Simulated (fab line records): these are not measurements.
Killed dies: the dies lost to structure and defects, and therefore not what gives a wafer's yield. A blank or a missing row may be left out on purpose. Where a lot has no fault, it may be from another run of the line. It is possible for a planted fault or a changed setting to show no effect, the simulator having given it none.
Chamber matching :: flow sky130 :: 4 sister chambers for SKY_VIA1_CMP_24 on cmp-01
The step polishes, stops on SiO2, t overpolish 15 s, target thk 0 nm. 4 wafers are shown with their chamber, then 12 later ones without.

== EACH WAFER AND ITS CHAMBER ==
wafer: L082.6
chamber: 2
motor current A (A): 9.2

wafer: L087.6
chamber: 3
motor current A (A): 10.8

wafer: L088.5
chamber: 1
motor current A (A): 12.1

wafer: L088.6
chamber: 0
motor current A (A): 9.1

== WAFERS WITHOUT THEIR CHAMBER ==
wafer: L092.2
motor current A (A): 10.2

wafer: L092.4
motor current A (A): 8.5

wafer: L092.5
motor current A (A): 11.8

wafer: L095.1
motor current A (A): 11.3

wafer: L095.3
motor current A (A): 9.2

wafer: L095.6
motor current A (A): 12.8

wafer: L096.2
motor current A (A): 10.6

wafer: L096.4
motor current A (A): 9.1

wafer: L096.6
motor current A (A): 9.2

wafer: L097.1
motor current A (A): 9.1

wafer: L097.3
motor current A (A): 9.1

wafer: L097.6
motor current A (A): 8.8

== THE CHAMBER EACH PASSED THROUGH ==
wafer: L092.2
from the rows above: can't be placed: 3 or 2 or 0
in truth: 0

wafer: L092.4
from the rows above: can't be placed: 0 or 2
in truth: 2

wafer: L092.5
from the rows above: can't be placed: 1 or 3
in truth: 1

wafer: L095.1
from the rows above: can't be placed: 3 or 1
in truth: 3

wafer: L095.3
from the rows above: can't be placed: 2 or 0
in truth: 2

wafer: L095.6
from the rows above: 1
in truth: 1

wafer: L096.2
from the rows above: 3
in truth: 3

wafer: L096.4
from the rows above: can't be placed: 0 or 2
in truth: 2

wafer: L096.6
from the rows above: can't be placed: 2 or 0
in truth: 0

wafer: L097.1
from the rows above: can't be placed: 0 or 2
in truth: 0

wafer: L097.3
from the rows above: can't be placed: 0 or 2
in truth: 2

wafer: L097.6
from the rows above: can't be placed: 0 or 2
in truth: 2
Correctly placed: 2 of 12. From these rows, 10 cannot be placed; in 10 the true chamber is one of the candidates. Wrongly placed: 0.
How it was worked out, from the rows above alone: a wafer's distance from a chamber is the root of the sum, over the readings, of the square of ((its reading less the chamber's mean) divided by the reading's scatter). If the next closest chamber is less than 2 further off than the closest, the wafer can't be placed; otherwise it belongs to the closest. For every chamber, the mean is computed from those of its wafers that are shown. The scatter: with one shown wafer a chamber, the root of the mean of the squares of how far each hidden wafer lies from its nearest shown one.
